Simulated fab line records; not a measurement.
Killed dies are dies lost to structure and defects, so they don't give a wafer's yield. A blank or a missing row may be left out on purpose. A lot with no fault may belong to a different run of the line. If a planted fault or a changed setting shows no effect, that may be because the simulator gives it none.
Chamber matching -- flow gf180mcu -- cmp-01 running GF_CONTACT_CMP_27: 4 sister chambers
The step polishes, stops on SiO2, t overpolish 15 s, target thk 0 nm. 15 wafers are shown with their chamber, then 7 later ones without.

## WAFERS PAIRED WITH THEIR CHAMBERS
wafer,chamber,motor-current-A (A),time-to-endpoint-s (s)
L941.2,3,12.0,73
L941.3,1,10.7,71
L941.6,0,10.6,74
L943.2,1,11.2,69
L943.3,2,11.9,76
L943.5,3,12.0,72
L942.3,2,11.2,79
L942.5,1,11.0,76
L945.3,3,11.7,70
L945.6,1,10.7,74
L959.2,3,11.8,76
L959.3,1,11.3,72
L959.6,3,11.8,76
L961.1,0,11.4,73
L961.3,1,11.1,71

SIGNATURES (averages over the wafers above)
reading,chamber 0,chamber 1,chamber 2,chamber 3,scatter within a chamber
motor-current-A,11.000,11.000,11.550,11.860,0.295
time-to-endpoint-s,73.50,72.17,77.50,73.40,2.39
Rule: a wafer's distance from a chamber is the root of the sum, over the readings, of the square of ((its reading less the chamber's mean) divided by the reading's scatter). The wafer belongs to the nearest chamber; if the next one is less than 2 further off, it can't be placed. The scatter: take each reading less its chamber's mean, square it, sum over the shown wafers, divide by the number of wafers less the number of chambers, and take the root.

## WAFERS WITH NO CHAMBER GIVEN
wafer,motor-current-A (A),time-to-endpoint-s (s)
L961.5,11.5,74
L960.1,11.8,80
L960.3,11.8,73
L960.5,11.1,76
L963.2,11.3,75
L963.3,11.9,76
L963.5,10.6,68

## WHICH CHAMBER EACH WENT THROUGH
wafer,from the rows above,in truth
L961.5,can't be placed: 3 or 2 or 0 or 1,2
L960.1,can't be placed: 2 or 3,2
L960.3,can't be placed: 3 or 2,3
L960.5,can't be placed: 0 or 1 or 2 or 3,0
L963.2,can't be placed: 0 or 2 or 1 or 3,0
L963.3,can't be placed: 3 or 2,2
L963.5,can't be placed: 1 or 0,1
Correctly placed: 0 of 7. Cannot be placed on the basis of these rows: 7; the candidates contain the true chamber in 7. 0 placed wrongly.
